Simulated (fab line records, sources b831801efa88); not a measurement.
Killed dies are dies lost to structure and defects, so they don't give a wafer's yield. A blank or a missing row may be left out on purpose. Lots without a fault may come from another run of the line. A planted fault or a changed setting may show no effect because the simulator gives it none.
fab line records | flow sky130
record lots=12 wafers=36 last_day=50
route steps=708 shown LOCAL_INTERCONNECT@402 CONTACT@417 PAD_OPEN@708
lots that met no fault: from a run of the same line without faults
start_h: hours from the record's first day to the start of the lot's first wafer shown | wait_h: hours since the lot's step before | " the same as in the row above | L1.1+2: a row that stands for several wafers | - no value, or no start given | * or withheld: withheld | < > ~ a bound
route shown NAME@n: a module of which the file shows steps, and the number in the route of the first | usual: mean/standard deviation of fault-free wafers | same: alike in all rows | chamber/n: place in a boat | sites: the reading at each site | _std_site: their standard deviation | _edge_site: outer sites' mean less inner sites' | radius_mm: how far each site lies from the wafer's centre | mask NAME#n: copy n | behind: the tool/chamber that last shaped the wafer | hold: why the lot was held/for how many hours/how that ended | device: the transistor (n, p or np) that didn't switch | end of line: the same wafers' tests at the end of the route | a step without rows: its recipe alone | killed: dies lost to structure and defects at the first sort, not the wafer's yield | map: a wafer's dies, x killed, . not, _ none there
set.NAME: the setting as run; set.NAME@STEP: as run at that earlier step | model.NAME: the simulator's own value behind a step, which no gauge read
steps of the route over a sample of lots; a table a step, a row a wafer
services: from which hour (start_h, from the record's first day; less than 0 if before it) a tool's chamber was out of use, for how many hours, and why
## steps
# step SKY_LOCAL_INTERCONNECT_STRIP_15
# recipe chemistry=O2/N2 power_w=1400 pressure_mtorr=1500 platen_temp_c=withheld o2_flow_sccm=3000 n2_flow_sccm=300 overash_fraction=0.5
# usual drypump_motor_current_A=5.8/0.57 o2_flow_sccm=3000/8 oes_product_au=0.426/0.005 strip_time_to_endpoint_s=4.712/0.021
# columns lot.wafer tool chamber start_h wait_h drypump_motor_current_A o2_flow_sccm oes_product_au rf_hours_counter_h strip_time_to_endpoint_s
L801.1 plasma_asher-03 1 709.72 0.1 6.8 3003 0.429 31 4.732
L801.5 " 0 " " 5.8 2995 0.418 - 4.715
L801.6 " 1 " " 6.8 2995 0.427 - 4.717
L804.1 plasma_asher-01 0 728.70 0.0 5.5 2999 0.419 99 4.698
L804.2 " 1 " " 6.2 2993 0.430 99 4.748
L804.4 " 0 " " 5.4 2995 0.431 - 4.712
L806.1 plasma_asher-01 0 746.35 0.0 5.4 3001 0.427 0 4.679
L806.4 " 0 " " 5.4 3003 0.427 - 4.719
L806.5 " 0 " " 5.4 2995 0.426 - 4.687
L808.2 plasma_asher-04 1 767.37 0.0 5.4 2995 0.430 67 4.730
L808.3 " 0 " " 5.0 2999 0.421 - 4.732
L808.5 " 0 " " 5.0 2998 0.432 - 4.728
L809.1 plasma_asher-01 1 775.35 0.0 6.3 3003 0.426 3 4.728
L809.2 " 0 " " 5.4 2999 0.427 3 4.693
L809.4 " 0 " " 5.4 3003 0.429 - 4.734
L812.1 plasma_asher-04 0 796.72 0.0 5.0 3005 0.416 70 4.747
L812.2 " 1 " " 5.4 2998 0.432 70 4.688
L812.6 " 0 " " 5.0 3009 0.422 - 4.744
L813.2 plasma_asher-04 0 800.77 0.0 5.0 3004 0.428 70 4.727
L813.4 " 0 " " 5.0 3012 0.433 - 4.719
L813.5 " 0 " " 5.0 2999 0.422 - 4.680
L818.1 plasma_asher-01 0 842.57 0.0 5.5 2986 0.420 10 4.715
L818.3 " 1 " " 6.2 2992 0.426 - 4.723
L818.6 " 1 " " 6.2 2990 0.431 - 4.703
L819.3 plasma_asher-03 0 850.43 0.1 5.8 2992 0.414 - 4.722
L819.5 " 1 " " 6.8 2990 0.428 - 4.713
L819.6 " 0 " " 5.7 2994 0.428 - 4.729
L821.1 plasma_asher-04 0 864.27 0.1 5.0 2999 0.423 77 4.694
L821.3 " 0 " " 5.0 2998 0.427 - 4.708
L821.6 " 1 " " 5.4 3001 0.431 - 4.702
L822.1 plasma_asher-01 0 866.19 0.1 5.4 3017 0.424 12 4.677
L822.4 " 1 " " 6.3 2992 0.428 - 4.693
L822.5 " 0 " " 5.5 3000 0.434 - 4.687
L824.3 plasma_asher-03 0 874.56 0.1 5.8 3014 0.426 - 4.725
L824.4 " 1 " " 6.8 2991 0.431 - 4.748
L824.6 " 0 " " 5.8 3014 0.434 - 4.752
# step SKY_CONTACT_EXPOSE_11
# recipe mask_id=CTM1 na=0.8 source_shape=annular sigma_inner=0.55 sigma_outer=0.85 target_cd_nm=170 dose_mj=38
# columns lot.wafer tool chamber start_h wait_h mask
L801.1+5+6 krf_scanner-01 0 725.06 - CTM1#0
L804.1+2+4 krf_scanner-01 0 744.66 - CTM1#0
L806.1+4+5 krf_scanner-01 0 760.78 - CTM1#0
L808.2+3+5 krf_scanner-02 0 782.15 - CTM1#0
L809.1+2+4 krf_scanner-01 0 789.42 - CTM1#0
L812.1+2+6 krf_scanner-01 0 811.40 - CTM1#0
L813.2+4+5 krf_scanner-02 0 814.66 - CTM1#0
L818.1+3+6 krf_scanner-01 0 857.64 - CTM1#0
L819.3+5+6 krf_scanner-01 0 864.39 - CTM1#0
L821.1+3+6 krf_scanner-02 0 878.93 - CTM1#0
L822.1+4+5 krf_scanner-02 0 879.90 - CTM1#0
L824.3+4+6 krf_scanner-02 0 889.64 - CTM1#0
# step SKY_CONTACT_CD_MEAS_14
# recipe target_cd_nm=170
# usual cd_nm=170.1/1.5
# columns lot.wafer tool chamber start_h wait_h cd_nm
L801.1 cd_sem-01 - 738.41 - 171.9
L801.5 " - " " 170.2
L801.6 " - " " 170.8
L804.1 cd_sem-01 - 757.15 - 169.6
L804.2 " - " " 168.8
L804.4 " - " " 168.1
L806.1 cd_sem-02 - 774.75 - 169.6
L806.4 " - " " 169.7
L806.5 " - " " 168.7
L808.2 cd_sem-02 - 794.68 - 169.3
L808.3 " - " " 170.7
L808.5 " - " " 169.9
L809.1 cd_sem-01 - 803.26 - 170.8
L809.2 " - " " 170.8
L809.4 " - " " 170.0
L812.1 cd_sem-02 - 823.95 - 167.8
L812.2 " - " " 168.6
L812.6 " - " " 168.0
L813.2 cd_sem-01 - 827.73 - 169.7
L813.4 " - " " 168.4
L813.5 " - " " 169.4
L818.1 cd_sem-01 - 870.50 - 144.1
L818.3 " - " " 140.2
L818.6 " - " " 123.8
L819.3 cd_sem-02 - 877.44 - 154.8
L819.5 " - " " 139.6
L819.6 " - " " 160.1
L821.1 cd_sem-01 - 890.85 - 168.0
L821.3 " - " " 168.4
L821.6 " - " " 168.7
L822.1 cd_sem-01 - 892.01 - 169.3
L822.4 " - " " 170.0
L822.5 " - " " 169.0
L824.3 cd_sem-01 - 901.45 - 168.7
L824.4 " - " " 171.0
L824.6 " - " " 170.5
# step SKY_CONTACT_OVL_MEAS_15
# usual CONTACT_OVL=-1/5.5
# columns lot.wafer tool chamber start_h wait_h CONTACT_OVL[nm]
L801.1 overlay-02 - 738.53 0.1 1
L801.5 " - " " -6
L801.6 " - " " -10
L804.1 overlay-01 - 757.27 0.1 -12
L804.2 " - " " -12
L804.4 " - " " -5
L806.1 overlay-02 - 774.87 0.1 8
L806.4 " - " " 3
L806.5 " - " " 9
L808.2 overlay-01 - 794.79 0.1 4
L808.3 " - " " 2
L808.5 " - " " 4
L809.1 overlay-01 - 803.38 0.1 -2
L809.2 " - " " 4
L809.4 " - " " 7
L812.1 overlay-02 - 824.07 0.1 5
L812.2 " - " " -2
L812.6 " - " " 0
L813.2 overlay-01 - 827.84 0.1 2
L813.4 " - " " 2
L813.5 " - " " 2
L818.1 overlay-02 - 870.62 0.1 7
L818.3 " - " " 4
L818.6 " - " " -4
L819.3 overlay-02 - 877.53 0.1 8
L819.5 " - " " 1
L819.6 " - " " -7
L821.1 overlay-02 - 890.97 0.1 1
L821.3 " - " " 0
L821.6 " - " " 5
L822.1 overlay-01 - 892.13 0.1 -10
L822.4 " - " " -4
L822.5 " - " " -7
L824.3 overlay-01 - 901.54 0.1 -2
L824.4 " - " " -2
L824.6 " - " " -7
# step SKY_CONTACT_SPUTTER_23
# recipe material=TiN target_thk_nm=20 chamber_pressure_pa=5 power_w=4000 time_s=80
# usual chamber_pressure_pa=5.001/0.011 throttle_valve_pct=30.6/1.1
# columns lot.wafer tool chamber start_h wait_h chamber_pressure_pa throttle_valve_pct
L801.1 pvd_sputter-02 - 739.30 0.0 4.990 30.0
L801.5 " - " " 4.994 31.3
L801.6 " - " " 5.006 32.3
L804.1 pvd_sputter-02 - 758.03 0.0 5.015 30.0
L804.2 " - " " 4.994 32.2
L804.4 " - " " 5.007 30.1
L806.1 pvd_sputter-02 - 775.63 0.0 5.018 32.1
L806.4 " - " " 5.014 31.4
L806.5 " - " " 4.999 30.4
L808.2 pvd_sputter-01 - 795.68 0.0 4.994 29.9
L808.3 " - " " 5.000 31.9
L808.5 " - " " 5.002 30.0
L809.1 pvd_sputter-01 - 804.18 0.0 4.997 29.5
L809.2 " - " " 4.984 29.8
L809.4 " - " " 5.021 30.2
L812.1 pvd_sputter-03 - 824.87 0.0 5.000 31.2
L812.2 " - " " 5.020 32.8
L812.6 " - " " 4.992 29.8
L813.2 pvd_sputter-03 - 828.60 0.0 5.007 29.6
L813.4 " - " " 4.996 29.7
L813.5 " - " " 4.976 29.6
L818.1 pvd_sputter-01 - 871.41 0.0 5.007 29.9
L818.3 " - " " 4.993 29.6
L818.6 " - " " 4.979 29.6
L819.3 pvd_sputter-01 - 878.28 0.0 4.993 30.1
L819.5 " - " " 4.995 30.0
L819.6 " - " " 4.995 30.0
L821.1 pvd_sputter-02 - 891.73 0.0 4.996 32.2
L821.3 " - " " 4.982 31.6
L821.6 " - " " 4.990 29.7
L822.1 pvd_sputter-02 - 892.89 0.0 5.006 29.8
L822.4 " - " " 5.011 32.2
L822.5 " - " " 5.012 29.6
L824.3 pvd_sputter-03 - 902.33 0.0 4.977 31.1
L824.4 " - " " 4.994 29.7
L824.6 " - " " 5.005 33.0
# step SKY_PAD_OPEN_PROBE_99
# usual killed_at_M0_to_M3=44/7.4 killed_at_M4_up=3.2/1.8 killed_at_contacts=25/5.2 killed_at_front_end=15/4.5 killed_at_other=0.2/0.43 killed_dies=87/9.6 killed_on_rim=17/3.9 killed_open=48/7.6 killed_short=40/5.7
# same gross_dies=492 killed_at_back_side=0
# columns lot.wafer tool chamber start_h wait_h killed_at_M0_to_M3 killed_at_M4_up killed_at_contacts killed_at_front_end killed_at_other killed_dies killed_on_rim killed_open killed_short
L806.1 prober-02 - 1106.95 0.1 47 2 18 15 0 82 15 39 43
L806.4 prober-02 - 1107.10 0.2 48 4 24 12 0 88 14 44 44
L806.5 prober-02 - 1107.15 0.2 41 6 31 20 0 98 17 54 44
L812.1 prober-02 - 1142.52 0.1 40 2 31 11 1 85 15 52 33
L812.2 prober-02 - 1142.57 0.1 56 1 29 15 0 101 14 57 44
L812.6 prober-02 - 1142.77 0.2 53 6 21 16 1 97 25 49 48
L818.1 prober-02 - 1173.73 0.1 48 2 143 9 2 204 25 49 43
L818.3 prober-02 - 1173.83 0.2 36 5 216 9 0 266 39 36 39
L818.6 prober-02 - 1173.98 0.2 42 1 432 13 1 489 94 56 30
L819.3 prober-01 - 1179.45 0.2 43 5 31 17 1 97 15 51 44
L819.5 prober-01 - 1179.55 0.2 47 3 232 22 0 304 40 54 44
L819.6 prober-01 - 1179.60 0.2 42 7 26 15 1 91 19 50 41
L821.1 prober-01 - 1188.02 0.1 39 3 22 22 0 86 14 45 41
L821.3 prober-01 - 1188.12 0.2 47 3 20 11 0 81 17 35 46
L821.6 prober-01 - 1188.27 0.2 56 2 22 18 1 99 21 56 43
L822.1 prober-02 - 1189.92 0.1 34 3 19 12 0 68 13 36 32
L822.4 prober-02 - 1190.07 0.2 34 5 29 15 0 83 14 46 37
L822.5 prober-02 - 1190.12 0.2 34 2 28 14 0 78 14 35 43
L824.3 prober-02 - 1196.08 0.2 44 5 20 14 0 83 15 45 38
L824.4 prober-02 - 1196.13 0.2 41 6 20 17 1 85 13 43 42
L824.6 prober-02 - 1196.23 0.2 40 5 22 12 1 80 17 47 33
# killed by level:class
L806.1 METAL1:geometric_particle:short=13 LI_CONTACT:geometric_particle:open=7 CONTACT:geometric_particle:open=6 VIA2:geometric_particle:open=6 POLY_GATE:geometric_particle:short=5 METAL1:geometric_particle:open=5 VIA1:geometric_particle:short=5 METAL2:geometric_particle:short=5
L806.4 VIA1:geometric_particle:short=9 VIA1:geometric_particle:open=9 VIA2:geometric_particle:open=8 LI_CONTACT:geometric_particle:open=7 POLY_GATE:geometric_particle:short=6 VIA3:geometric_particle:open=6 LOCAL_INTERCONNECT:geometric_particle:short=5 CONTACT:geometric_particle:open=5
L806.5 CONTACT:geometric_particle:open=11 VIA2:geometric_particle:open=10 LI_CONTACT:geometric_particle:open=7 METAL1:geometric_particle:short=7 POLY_GATE:geometric_particle:open=6 LOCAL_INTERCONNECT:geometric_particle:short=6 VIA3:geometric_particle:open=6 VIA1:geometric_particle:open=5
L812.1 CONTACT:geometric_particle:open=13 VIA1:geometric_particle:open=10 VIA2:geometric_particle:open=8 LI_CONTACT:geometric_particle:open=7 CONTACT:geometric_particle:short=6 VIA3:geometric_particle:open=6 LOCAL_INTERCONNECT:geometric_particle:short=5 METAL2:geometric_particle:short=5
L812.2 VIA1:geometric_particle:open=9 CONTACT:geometric_particle:open=9 VIA3:geometric_particle:open=9 FIELD_ISO:geometric_particle:open=8 VIA1:geometric_particle:short=7 LI_CONTACT:geometric_particle:open=6 METAL1:geometric_particle:short=6 VIA2:geometric_particle:open=6
L812.6 VIA1:geometric_particle:open=9 METAL1:geometric_particle:short=9 CONTACT:geometric_particle:open=8 VIA1:geometric_particle:short=6 VIA2:geometric_particle:short=6 LI_CONTACT:geometric_particle:open=5 VIA2:geometric_particle:open=5 FIELD_ISO:geometric_particle:open=4
L818.1 CONTACT:area_expose=112 CONTACT:geometric_particle:open=14 VIA2:geometric_particle:open=10 VIA1:geometric_particle:open=9 LI_CONTACT:geometric_particle:open=5 METAL2:geometric_particle:short=5 CONTACT:geometric_particle:short=5 VIA2:geometric_particle:short=5
L818.3 CONTACT:area_expose=191 VIA1:geometric_particle:open=10 CONTACT:geometric_particle:open=9 LOCAL_INTERCONNECT:geometric_particle:short=7 METAL2:geometric_particle:short=7 VIA2:geometric_particle:open=6 VIA1:geometric_particle:short=5 CONTACT:geometric_particle:short=4
L818.6 CONTACT:area_expose=403 CONTACT:geometric_particle:open=10 LI_CONTACT:geometric_particle:open=9 VIA1:geometric_particle:open=8 VIA2:geometric_particle:open=6 VIA3:geometric_particle:open=6 METAL1:geometric_particle:short=5 METAL2:geometric_particle:open=5
L819.3 CONTACT:geometric_particle:open=10 LI_CONTACT:geometric_particle:open=8 METAL2:geometric_particle:short=8 VIA1:geometric_particle:open=7 VIA2:geometric_particle:open=7 POLY_GATE:geometric_particle:short=6 METAL1:geometric_particle:short=6 POLY_GATE:geometric_particle:open=5
L819.5 CONTACT:area_expose=206 POLY_GATE:geometric_particle:open=9 VIA1:geometric_particle:open=9 VIA3:geometric_particle:open=7 CONTACT:geometric_particle:open=7 CONTACT:geometric_particle:short=7 VIA1:geometric_particle:short=7 LI_CONTACT:geometric_particle:open=6
L819.6 VIA1:geometric_particle:open=12 CONTACT:geometric_particle:open=10 VIA1:geometric_particle:short=7 METAL2:geometric_particle:short=7 LI_CONTACT:geometric_particle:open=6 METAL1:geometric_particle:short=5 POLY_GATE:geometric_particle:open=5 FIELD_ISO:geometric_particle:short=4
L821.1 CONTACT:geometric_particle:open=10 VIA1:geometric_particle:open=8 FIELD_ISO:geometric_particle:short=7 VIA3:geometric_particle:open=7 METAL2:geometric_particle:short=6 FIELD_ISO:geometric_particle:open=5 LI_CONTACT:geometric_particle:open=4 METAL3:geometric_particle:short=4
L821.3 VIA1:geometric_particle:open=10 CONTACT:geometric_particle:open=8 METAL1:geometric_particle:short=8 METAL2:geometric_particle:short=8 FIELD_ISO:geometric_particle:short=5 CONTACT:geometric_particle:short=5 VIA2:geometric_particle:open=5 LI_CONTACT:geometric_particle:open=4
L821.6 VIA1:geometric_particle:open=20 VIA2:geometric_particle:open=8 LI_CONTACT:geometric_particle:open=8 METAL1:geometric_particle:short=7 VIA1:geometric_particle:short=6 CONTACT:geometric_particle:short=5 VIA2:geometric_particle:short=5 FIELD_ISO:geometric_particle:short=4
L822.1 VIA1:geometric_particle:open=8 CONTACT:geometric_particle:open=7 VIA2:geometric_particle:open=5 POLY_GATE:geometric_particle:short=4 METAL1:geometric_particle:short=4 FIELD_ISO:geometric_particle:open=3 VIA1:geometric_particle:short=3 LOCAL_INTERCONNECT:geometric_particle:open=3
L822.4 CONTACT:geometric_particle:open=9 LI_CONTACT:geometric_particle:open=8 METAL2:geometric_particle:short=7 VIA1:geometric_particle:open=6 VIA3:geometric_particle:open=5 FIELD_ISO:geometric_particle:short=4 LOCAL_INTERCONNECT:geometric_particle:short=4 CONTACT:geometric_particle:short=4
L822.5 CONTACT:geometric_particle:open=8 LOCAL_INTERCONNECT:geometric_particle:short=7 CONTACT:geometric_particle:short=7 VIA1:geometric_particle:short=7 VIA1:geometric_particle:open=6 POLY_GATE:geometric_particle:open=4 LI_CONTACT:geometric_particle:open=4 METAL2:geometric_particle:short=4
L824.3 VIA3:geometric_particle:open=10 CONTACT:geometric_particle:open=8 METAL2:geometric_particle:short=8 VIA1:geometric_particle:open=7 LI_CONTACT:geometric_particle:open=6 METAL1:geometric_particle:short=5 METAL4:geometric_particle:short=5 POLY_GATE:geometric_particle:short=4
L824.4 VIA1:geometric_particle:open=11 METAL1:geometric_particle:short=9 LOCAL_INTERCONNECT:geometric_particle:short=6 CONTACT:geometric_particle:open=6 FIELD_ISO:geometric_particle:short=5 FIELD_ISO:geometric_particle:open=4 METAL4:geometric_particle:short=4 VIA2:geometric_particle:open=4
L824.6 VIA1:geometric_particle:open=13 LI_CONTACT:geometric_particle:open=10 VIA1:geometric_particle:short=6 POLY_GATE:geometric_particle:open=5 CONTACT:geometric_particle:short=4 METAL1:geometric_particle:short=4 VIA2:geometric_particle:open=4 VIA2:geometric_particle:short=4
## services
# columns tool chamber start_h hours kind
krf_scanner-02 - 690.10 4.4 pm
krf_scanner-02 - 694.47 1.0 pm
krf_scanner-02 - 695.47 1.3 pm
plasma_asher-04 - 708.31 4.0 pm
krf_scanner-02 - 718.29 0.8 pm
pvd_sputter-02 - 727.67 3.9 repair
plasma_asher-01 - 733.75 9.0 pm
krf_scanner-01 - 745.39 1.3 pm
pvd_sputter-02 - 761.01 1.1 repair
plasma_asher-01 - 769.37 1.4 repair
krf_scanner-01 - 785.91 1.0 pm
krf_scanner-01 - 806.27 0.8 pm
plasma_asher-04 - 807.57 1.1 repair
plasma_asher-01 - 822.76 0.4 repair
krf_scanner-01 - 841.32 3.6 pm
krf_scanner-01 - 848.33 3.0 pm
pvd_sputter-02 - 854.54 4.9 repair
krf_scanner-02 - 857.84 1.0 pm
krf_scanner-02 - 867.66 1.3 pm
plasma_asher-04 - 876.46 0.5 repair
krf_scanner-01 - 885.21 2.7 repair
plasma_asher-04 - 887.07 1.9 repair
krf_scanner-01 - 887.92 4.4 pm
krf_scanner-02 - 892.40 0.8 pm
## key
first_sign step=SKY_CONTACT_CD_MEAS_14 reading=cd_nm direction=down sigmas=17 usual=170.1 struck=143.8
effect step=SKY_PAD_OPEN_PROBE_99 reading=killed_at_contacts direction=up sigmas=30 usual=25 struck=180 wafers_moved=4
more_kills_born_at SKY_CONTACT_EXPOSE_11@krf_scanner-01=914
met_at SKY_CONTACT_EXPOSE_11
struck_lots L818,L819
later_rows_left_out L818.6
tester_left_out L818,L819
not_acting_at SKY_LOCAL_INTERCONNECT_STRIP_15,SKY_CONTACT_OVL_MEAS_15,SKY_CONTACT_SPUTTER_23
onset_between 811.40 857.64
fault kind=process_parameter_drift tool=krf_scanner-01 chamber=- onset_h=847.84 steps=SKY_CONTACT_EXPOSE_11 channel=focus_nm offset=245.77 spread_by_wafer=0.3 shape=step end_h=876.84
# tester_left_out: of these lots the tester's yield and bins aren't shown, on N5 and GAA mostly nor the transistor test; their killed dies are dies lost to structure and defects alone, not to doping, threshold or leakage, so they don't give the yield
# later_rows_left_out: the simulator's readings of these wafers behind a module that went badly wrong aren't trusted and aren't shown, but for the sort
